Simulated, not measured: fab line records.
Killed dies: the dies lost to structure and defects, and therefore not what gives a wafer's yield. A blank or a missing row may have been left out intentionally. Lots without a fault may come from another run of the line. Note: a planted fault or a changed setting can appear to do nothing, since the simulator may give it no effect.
Check of tool commonality / flow gf180mcu / 13 lots and 39 wafers in the sample

== WHY THIS WAS OPENED ==
Flagged at GF_STI_CD_MEAS_12: reading cd nm, on 2 of 13 lots. Fault-free wafers read 219.8 nm, with a standard deviation of 1.3.
Rule: a lot gets a flag if all its wafers with a number sit over 4 standard deviations from that mean, or if no wafer of it has a number. The rest of the lots are taken to be sound.

lot=L836; measured=day 2 01:11; on=cd sem-02; cd nm (nm), wafer by wafer=220.6 220.4 219.7; flag=
lot=L838; measured=day 2 11:41; on=cd sem-01; cd nm (nm), wafer by wafer=221.2 220.0 220.6; flag=
lot=L840; measured=day 2 21:40; on=cd sem-02; cd nm (nm), wafer by wafer=217.8 218.0 217.2; flag=
lot=L841; measured=day 3 03:02; on=cd sem-02; cd nm (nm), wafer by wafer=218.6 217.9 216.8; flag=
lot=L843; measured=day 3 12:50; on=cd sem-01; cd nm (nm), wafer by wafer=221.1 221.0 220.4; flag=
lot=L845; measured=day 3 23:31; on=cd sem-01; cd nm (nm), wafer by wafer=221.1 220.7 219.0; flag=
lot=L846; measured=day 4 04:37; on=cd sem-01; cd nm (nm), wafer by wafer=220.1 220.7 222.1; flag=
lot=L848; measured=day 4 14:55; on=cd sem-01; cd nm (nm), wafer by wafer=219.6 220.2 220.4; flag=
lot=L849; measured=day 4 21:07; on=cd sem-01; cd nm (nm), wafer by wafer=220.6 221.0 221.4; flag=
lot=L850; measured=day 5 00:56; on=cd sem-01; cd nm (nm), wafer by wafer=227.7 227.7 228.4; flag=FLAGGED
lot=L851; measured=day 5 07:58; on=cd sem-02; cd nm (nm), wafer by wafer=221.3 220.9 220.4; flag=
lot=L852; measured=day 5 11:14; on=cd sem-02; cd nm (nm), wafer by wafer=226.2 226.4 226.3; flag=FLAGGED
lot=L858; measured=day 6 18:42; on=cd sem-02; cd nm (nm), wafer by wafer=217.4 219.1 217.7; flag=
Average over the flagged lots: 227.1 nm; offset from the usual +7.3 nm, equal to +6 standard deviations.

== WHICH TOOL EACH LOT WENT THROUGH ==
The record holds 1 process step before the reading, out of a route of 602 steps. In each cell: the tool, then ch and the chambers that the sampled wafers went through, then the start.
lot=L836; flag=; GF_STI_SOFTBAKE_08=litho track-04 ch 0, day 1 19:58
lot=L838; flag=; GF_STI_SOFTBAKE_08=litho track-01 ch 0, day 2 05:41
lot=L840; flag=; GF_STI_SOFTBAKE_08=litho track-03 ch 0, day 2 15:31
lot=L841; flag=; GF_STI_SOFTBAKE_08=litho track-03 ch 0, day 2 21:14
lot=L843; flag=; GF_STI_SOFTBAKE_08=litho track-01 ch 0, day 3 07:16
lot=L845; flag=; GF_STI_SOFTBAKE_08=litho track-01 ch 0, day 3 16:58
lot=L846; flag=; GF_STI_SOFTBAKE_08=litho track-03 ch 0, day 3 22:16
lot=L848; flag=; GF_STI_SOFTBAKE_08=litho track-04 ch 0, day 4 07:53
lot=L849; flag=; GF_STI_SOFTBAKE_08=litho track-01 ch 0, day 4 14:28
lot=L850; flag=FLAGGED; GF_STI_SOFTBAKE_08=litho track-03 ch 0, day 4 18:02
lot=L851; flag=; GF_STI_SOFTBAKE_08=litho track-04 ch 0, day 5 01:29
lot=L852; flag=FLAGGED; GF_STI_SOFTBAKE_08=litho track-03 ch 0, day 5 04:32
lot=L858; flag=; GF_STI_SOFTBAKE_08=litho track-04 ch 0, day 6 11:20
What is done by these steps:
- GF_STI_SOFTBAKE_08: time 60 s.
- GF_STI_CD_MEAS_12: target cd 220 nm.

== FLAGGED AGAINST TOTAL, ONE TOOL AT A TIME (gauges that did the reading follow at the end) ==
step=GF_STI_SOFTBAKE_08; tool=litho track-01; lots run=4; flagged=0; share of the flagged lots=none; sound lots run after its first flagged lot=-
step=GF_STI_SOFTBAKE_08; tool=litho track-03; lots run=5; flagged=2; share of the flagged lots=all; sound lots run after its first flagged lot=0
step=GF_STI_SOFTBAKE_08; tool=litho track-04; lots run=4; flagged=0; share of the flagged lots=none; sound lots run after its first flagged lot=-
step=GF_STI_CD_MEAS_12; tool=cd sem-01; lots run=7; flagged=1; share of the flagged lots=some; sound lots run after its first flagged lot=0
step=GF_STI_CD_MEAS_12; tool=cd sem-02; lots run=6; flagged=1; share of the flagged lots=some; sound lots run after its first flagged lot=1 (L858)

== WHAT IS ALLOWED BY THE TABLE ==
Rows of the table that ran each flagged lot: 1, that is litho track-03 at GF_STI_SOFTBAKE_08.
- litho track-03 at GF_STI_SOFTBAKE_08 ran 5 lots, 2 of them flagged. A fault beginning between L846 (day 3 22:16), its last sound lot, and L850 (day 4 18:02), its first flagged one, fits the data. Its own readings lie more than 4 standard deviations out on every wafer of the flagged lots: heater power total W, plate temp C.
What remains is a single tool, litho track-03 at GF_STI_SOFTBAKE_08.

== WHAT THE SIMULATOR HAD PUT IN ==
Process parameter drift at GF_STI_SOFTBAKE_08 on litho track-03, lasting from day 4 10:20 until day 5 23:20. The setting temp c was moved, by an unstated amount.
Struck lots among those shown: L850, L852. The rule above reached the same finding.
